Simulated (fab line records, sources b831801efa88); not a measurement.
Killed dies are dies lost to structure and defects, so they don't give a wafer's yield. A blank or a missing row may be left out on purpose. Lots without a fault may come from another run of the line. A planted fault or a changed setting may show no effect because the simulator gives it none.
Chamber matching | flow gf180mcu | GF_V1_CVD_02 on pecvd-02: 3 sister chambers
The step deposits SiO2 from TEOS, target thk 850 nm, time 94.851 s. 6 wafers are shown with their chamber, then 9 later ones without.

WAFERS WITH THEIR CHAMBER
wafer  | chamber | heater_power_w (W) | susceptor_temp_C (C)
L081.1 | 1       | 540                | 399.97
L082.1 | 0       | 754                | 400.49
L082.5 | 1       | 593                | 400.05
L083.3 | 2       | 630                | 399.90
L083.4 | 2       | 513                | 399.69
L083.6 | 0       | 865                | 399.95

WAFERS WITHOUT THEIR CHAMBER
wafer  | heater_power_w (W) | susceptor_temp_C (C)
L086.1 | 565                | 399.74
L086.2 | 797                | 400.29
L086.5 | 586                | 399.79
L089.4 | 449                | 399.70
L089.5 | 844                | 400.00
L089.6 | 590                | 400.13
L092.1 | 766                | 399.98
L092.3 | 475                | 400.03
L092.5 | 809                | 400.19

WHICH CHAMBER EACH WENT THROUGH
wafer  | from the rows above          | in truth
L086.1 | can't be placed: 2 or 1      | 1
L086.2 | 0                            | 0
L086.5 | can't be placed: 2 or 1      | 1
L089.4 | can't be placed: 2 or 1      | 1
L089.5 | 0                            | 0
L089.6 | can't be placed: 1 or 2      | 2
L092.1 | can't be placed: 0 or 1 or 2 | 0
L092.3 | can't be placed: 1 or 2      | 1
L092.5 | 0                            | 0
Placed correctly: 3 of 9. Can't be placed from these rows: 6 (the true chamber is among the candidates in 6). Placed wrongly: 0.
How it was worked out, from the rows above alone: a wafer's distance from a chamber is the root of the sum, over the readings, of the square of ((its reading less the chamber's mean) divided by the reading's scatter). The wafer belongs to the nearest chamber; if the next one is less than 2 further off, it can't be placed. A chamber's mean is the mean of its shown wafers. The scatter: the root of (the sum of the squares of (reading less its chamber's mean) over the shown wafers, divided by (wafers less chambers)).
